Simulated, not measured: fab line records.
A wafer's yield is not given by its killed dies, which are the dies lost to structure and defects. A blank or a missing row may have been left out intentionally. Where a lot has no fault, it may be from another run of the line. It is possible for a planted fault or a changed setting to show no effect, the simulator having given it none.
Comparing a struck lot with a sound one || flow sfq_line || 14 out of 325 route steps
Sound: these wafers, L649.1, L649.3, L649.5. Wafers L648.2, L648.3, L648.5 were the ones struck. Last of all comes the cause.
Per side, at each step with rows, come the tool, then ch with its chambers, and then its first start. Under that, the readings that differ: sound wafers || struck wafers || difference of the means || sigmas: that difference in standard deviations of wafers without a fault.
alike: a reading whose means differ by less than 2 such deviations, as well as words and numbers matching on both sides. not compared: withheld readings; readings where some wafer has no value; bounds like >300 that might hide an equal value; numbers whose values overlap and for which the record gives no deviation.
A row with sigmas, a row that says differs or no value, or rows on one side alone: a step with any of these is where the two part. Numbers that don't overlap but have no deviation are shown without sigmas and don't part them. A reading missing from all wafers of one side parts the sides only when that side holds two or more wafers.

first, 6 steps without rows for these wafers: SFQ_TRILAYER_M0_LITHO_COAT_026 (resist thk 62 nm); SFQ_TRILAYER_M0_LITHO_COAT_021 (resist thk 600 nm); SFQ_TRILAYER_M0_LITHO_SOFTBAKE_025; SFQ_TRILAYER_M0_LITHO_EXPOSE_022 (exposes mask M0, target cd 500 nm); SFQ_TRILAYER_M0_LITHO_PEB_024 (peb time 60 s); SFQ_TRILAYER_M0_LITHO_DEVELOP_023 (time 60 s).
SFQ_M0_OVL_MEAS_906:
  sound: overlay-01 at day 13 01:55; struck: overlay-02 at day 12 22:19
  alike: M0_OVL
SFQ_TRILAYER_M0_BARC_OPEN_METAL_ETCH_031: etches BARC in O2, target depth 125 nm, time 41.7 s.
  sound on rie_metal-04 ch 0,1, day 13 01:56; struck on rie_metal-02 ch 0,1, day 12 22:20
  alike: drypump_motor_current_A, oes_product_au
  not compared: rf_hours_counter_h
SFQ_TRILAYER_M0_ETCH_METAL_ETCH_024: etches Nb in Cl2/Ar, stops on SiO2, target depth 240 nm, time 120 s.
  sound on rie_metal-04 ch 0,1, day 13 02:00; struck on rie_metal-02 ch 0,1, day 12 22:24
  alike: drypump_motor_current_A, oes_product_au
  not compared: rf_hours_counter_h
SFQ_TRILAYER_M0_STRIP_STRIP_025: strips in O2.
  sound on rie_metal-04 ch 0,1, day 13 02:08; struck on rie_metal-02 ch 0,1, day 12 22:32
{"reading": "oes_product_au (a.u.)", "sound": "1.009 1.004 1.014", "struck": "0.993 0.989 0.997", "difference": -0.016, "sigmas": -2}
  alike: drypump_motor_current_A
  not compared: rf_hours_counter_h
then, 1 step without rows for these wafers: SFQ_TRILAYER_M0_STRIP_SOLV_CLEAN_026 (cleans in NMP, time 600 s).
SFQ_TRILAYER_I0_DEP_PECVD_027: deposits SiO2 from SiH4/N2O, time 111.11 s, target thk 500 nm.
  sound on pecvd-01 ch 1,2, day 13 02:54; struck on pecvd-04 ch 0,1,2, day 12 23:18
{"reading": "throttle_valve_pct (%)", "sound": "25.4 26.5 25.4", "struck": "24.3 23.9 23.1", "difference": -2.0, "sigmas": -2}
  alike: heater_power_w
SFQ_TRILAYER_I0_CMP_CMP_028: polishes SiO2.
  sound on cmp-02 ch 0,1,3, day 13 13:38; struck on cmp-01 ch 1,3, day 13 09:14
{"reading": "platen_rpm (rpm)", "sound": "60.00 59.97 60.07", "struck": "66.03 66.00 65.95", "difference": "+5.98", "sigmas": "+99 or more"}
{"reading": "time_to_endpoint_s (s)", "sound": "208 220 211", "struck": "195 198 201", "difference": -15, "sigmas": -2}
  alike: motor_current_A
SFQ_I0_BOW_MEAS_907:
  sound: film_metro-03 at day 13 15:38; struck: film_metro-01 at day 13 11:46
  alike: I0_BOW

WHERE THEY PART
Earliest at SFQ_TRILAYER_M0_STRIP_STRIP_025; latest, in this record, at SFQ_TRILAYER_I0_CMP_CMP_028. Later steps at which nothing parts them and some readings are alike: SFQ_I0_BOW_MEAS_907.

WHY: the cause the simulator had injected
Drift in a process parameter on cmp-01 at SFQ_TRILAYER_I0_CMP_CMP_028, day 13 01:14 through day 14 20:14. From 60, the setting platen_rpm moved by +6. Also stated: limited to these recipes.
